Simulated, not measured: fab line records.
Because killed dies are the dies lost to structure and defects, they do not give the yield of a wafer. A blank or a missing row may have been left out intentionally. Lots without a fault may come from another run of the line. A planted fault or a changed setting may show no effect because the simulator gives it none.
Which tool is to blame? | flow gf180mcu | 12 lots with 36 wafers sampled at 5 steps, on a route of 602 steps

## WHAT THE GAUGES SHOWED, per wafer
GF_VT_IMPLANT_TW_MEAS_43.
lot  | measured     | on            | VT_IMPLANT_4_TW
L516 | day 7 18:46  | film-metro-03 | 693 696 691
L518 | day 8 09:55  | film-metro-04 | 704 697 699
L523 | day 9 17:25  | film-metro-03 | 690 691 691
L524 | day 10 00:21 | film-metro-01 | 692 691 687
L526 | day 10 12:56 | film-metro-01 | 689 688 685
L527 | day 10 18:40 | film-metro-03 | 693 688 689
L529 | day 11 09:32 | film-metro-03 | 695 697 695
L530 | day 11 14:28 | film-metro-04 | 697 696 694
L531 | day 11 22:08 | film-metro-04 | 697 696 698
L534 | day 13 08:56 | film-metro-03 | 568 570 569
L535 | day 13 11:25 | film-metro-04 | 567 572 568
L536 | day 13 14:29 | film-metro-01 | 689 690 691

GF_NSD_TW_MEAS_12.
lot  | measured     | on            | NSD_TW
L516 | day 13 14:09 | film-metro-04 | 4309 4340 4330
L518 | day 14 08:02 | film-metro-01 | 4232 4209 4213
L523 | day 16 02:26 | film-metro-01 | 4212 4225 4221
L524 | day 16 10:14 | film-metro-04 | 4259 4275 4264
L526 | day 17 05:23 | film-metro-04 | 4262 4261 4268
L527 | day 17 11:17 | film-metro-03 | 4304 4291 4298
L529 | day 18 01:41 | film-metro-03 | 4279 4277 4262
L530 | day 18 10:07 | film-metro-04 | 4282 4296 4304
L531 | day 18 19:59 | film-metro-03 | 4285 4272 4255
L534 | day 20 15:17 | film-metro-04 | 4314 4282 4302
L535 | day 20 17:35 | film-metro-04 | 4293 4280 4292
L536 | day 20 22:43 | film-metro-03 | 4299 4304 4280

## WHAT TOOL EACH LOT RAN ON (gives the tool, then ch and the chambers of the sampled wafers, and finally the start)
lot  | GF_DNWELL_STRIP_08                  | GF_VT_IMPLANT_STRIP_20               | GF_VT_IMPLANT_IMPLANT_41
L516 | plasma-asher-01 ch 0,1, day 3 00:01 | plasma-asher-04 ch 0, day 6 11:30    | implanter-01 ch 0, day 7 18:31
L518 | plasma-asher-01 ch 0,1, day 3 12:51 | plasma-asher-01 ch 0,1, day 7 01:39  | implanter-04 ch 0, day 8 09:42
L523 | plasma-asher-02 ch 0,1, day 4 14:14 | plasma-asher-03 ch 0,1, day 8 08:12  | implanter-01 ch 0, day 9 17:12
L524 | plasma-asher-01 ch 1, day 4 19:16   | plasma-asher-04 ch 0,1, day 8 13:52  | implanter-02 ch 0, day 10 00:06
L526 | plasma-asher-02 ch 0,1, day 5 05:37 | plasma-asher-01 ch 0,1, day 9 02:02  | implanter-02 ch 0, day 10 12:42
L527 | plasma-asher-01 ch 0,1, day 5 10:22 | plasma-asher-04 ch 0,1, day 9 07:27  | implanter-04 ch 0, day 10 18:26
L529 | plasma-asher-01 ch 1, day 5 21:01   | plasma-asher-03 ch 0,1, day 9 21:11  | implanter-01 ch 0, day 11 09:17
L530 | plasma-asher-01 ch 0,1, day 6 02:55 | plasma-asher-03 ch 0,1, day 10 02:06 | implanter-04 ch 0, day 11 14:13
L531 | plasma-asher-01 ch 0, day 6 08:04   | plasma-asher-03 ch 0,1, day 10 10:31 | implanter-04 ch 0, day 11 21:53
L534 | plasma-asher-02 ch 0,1, day 7 09:20 | plasma-asher-04 ch 0,1, day 11 18:35 | implanter-04 ch 0, day 13 08:41
L535 | plasma-asher-01 ch 0,1, day 7 10:28 | plasma-asher-03 ch 0,1, day 11 20:07 | implanter-04 ch 0, day 13 11:10
L536 | plasma-asher-01 ch 0,1, day 7 14:36 | plasma-asher-04 ch 0,1, day 11 23:15 | implanter-02 ch 0, day 13 14:16
- GF_DNWELL_STRIP_08: strips in O2/N2.
- GF_VT_IMPLANT_STRIP_20: strips in O2/N2.
- GF_VT_IMPLANT_IMPLANT_41

## WHAT THE TOOLS THEMSELVES READ (means of the sampled wafers that have a number; where no wafer has one, the mark that the record gives instead)
GF_DNWELL_STRIP_08.
lot  | tool            | drypump-motor-current-A (A) | heater-power-w (W) | oes-product-au (a.u.) | strip-time-to-endpoint-s (s)
L516 | plasma-asher-01 | 5.76                        | 380                | 0.720                 | 37.07
L518 | plasma-asher-01 | 5.75                        | 387                | 0.721                 | 36.94
L523 | plasma-asher-02 | 5.40                        | 345                | 0.727                 | 37.06
L524 | plasma-asher-01 | 5.53                        | 371                | 0.726                 | 37.07
L526 | plasma-asher-02 | 5.40                        | 344                | 0.718                 | 36.81
L527 | plasma-asher-01 | 5.65                        | 376                | 0.722                 | 37.14
L529 | plasma-asher-01 | 5.54                        | 370                | 0.720                 | 37.02
L530 | plasma-asher-01 | 5.77                        | 378                | 0.719                 | 36.80
L531 | plasma-asher-01 | 5.87                        | 382                | 0.723                 | 37.08
L534 | plasma-asher-02 | 5.21                        | 325                | 0.723                 | 36.99
L535 | plasma-asher-01 | 5.77                        | 380                | 0.721                 | 36.96
L536 | plasma-asher-01 | 5.75                        | 386                | 0.723                 | 36.95

GF_VT_IMPLANT_STRIP_20.
lot  | tool            | drypump-motor-current-A (A) | heater-power-w (W) | oes-product-au (a.u.) | strip-time-to-endpoint-s (s)
L516 | plasma-asher-04 | 5.34                        | 330                | 0.716                 | 12.63
L518 | plasma-asher-01 | 5.77                        | 384                | 0.719                 | 12.61
L523 | plasma-asher-03 | 5.46                        | 333                | 0.712                 | 12.61
L524 | plasma-asher-04 | 5.48                        | 326                | 0.711                 | 12.60
L526 | plasma-asher-01 | 5.76                        | 389                | 0.718                 | 12.58
L527 | plasma-asher-04 | 5.63                        | 318                | 0.716                 | 12.68
L529 | plasma-asher-03 | 5.66                        | 336                | 0.717                 | 12.59
L530 | plasma-asher-03 | 5.46                        | 332                | 0.721                 | 12.59
L531 | plasma-asher-03 | 5.65                        | 338                | 0.719                 | 12.62
L534 | plasma-asher-04 | 5.61                        | 325                | 0.716                 | 12.63
L535 | plasma-asher-03 | 5.65                        | 341                | 0.717                 | 12.63
L536 | plasma-asher-04 | 5.62                        | 320                | 0.718                 | 12.58

GF_VT_IMPLANT_IMPLANT_41.
lot  | tool         | dose-ions-cm2 | faraday-current-uA
L516 | implanter-01 | 1.0126e+12    | 5.76
L518 | implanter-04 | 1.0140e+12    | 5.67
L523 | implanter-01 | 1.0129e+12    | 5.71
L524 | implanter-02 | 1.0139e+12    | 5.81
L526 | implanter-02 | 1.0133e+12    | 5.81
L527 | implanter-04 | 1.0136e+12    | 5.76
L529 | implanter-01 | 1.0135e+12    | 5.74
L530 | implanter-04 | 1.0137e+12    | 5.81
L531 | implanter-04 | 1.0128e+12    | 5.68
L534 | implanter-04 | 5.2883e+11    | 2.98
L535 | implanter-04 | 5.2483e+11    | 3.04
L536 | implanter-02 | 1.0114e+12    | 5.75

## THE ANSWER, worked out from the rows above alone
Rule: the usual values come from the lots themselves. Put in order of their means at a reading, lots are off if they are a third of the lots or fewer, leave a main group of 4 or more, and stand apart from it by a gap of 3 or more times the standard deviation of the main group's means; of several such gaps the widest counts. A main group whose means are all the same, to the digits that the tables above print for the reading, isn't used. A lot without any number at a reading at which 4 lots or more have one is off too. Where the step has rows for the other lots, those lots are counted as sound. Order of review: gauges by route order, followed by the tools' own readings, for which a lot's mean as printed above is used. At the first step where some lot is off, the reading lying furthest off is the one used; lots without a number count as furthest.
Off: L534, L535, at GF_VT_IMPLANT_TW_MEAS_43 (VT_IMPLANT_4_TW). Main group: mean 693, sd 3.8.
If a tool, at a process step before that reading, ran all the lots that are off and no sound lot after the first of them, it fits. The gauges at GF_VT_IMPLANT_TW_MEAS_43 aren't tried: what is off there is off at GF_VT_IMPLANT_IMPLANT_41 too, on other tools, and a gauge's error can't cause that. One fits: GF_VT_IMPLANT_IMPLANT_41 on implanter-04. A fault onset in the window from L531 (day 11 21:53, its last sound lot) to L534 (day 13 08:41, its first lot off) fits.
The tool's own readings at GF_VT_IMPLANT_IMPLANT_41 bear it out: on the lots that are off they differ by more than 5 times the standard deviation of the sound lots' means. dose-ions-cm2 reads 5.2683e+11 there against 1.0132e+12 on the sound lots; faraday-current-uA reads 3.01 there against 5.75 on the sound lots.

## WHAT WAS PUT IN BY THE SIMULATOR
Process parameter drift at GF_VT_IMPLANT_IMPLANT_41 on implanter-04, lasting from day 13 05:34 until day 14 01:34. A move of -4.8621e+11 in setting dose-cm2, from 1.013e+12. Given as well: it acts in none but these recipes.
Shown lots that were struck: L534, L535. The rule above reached the same finding.
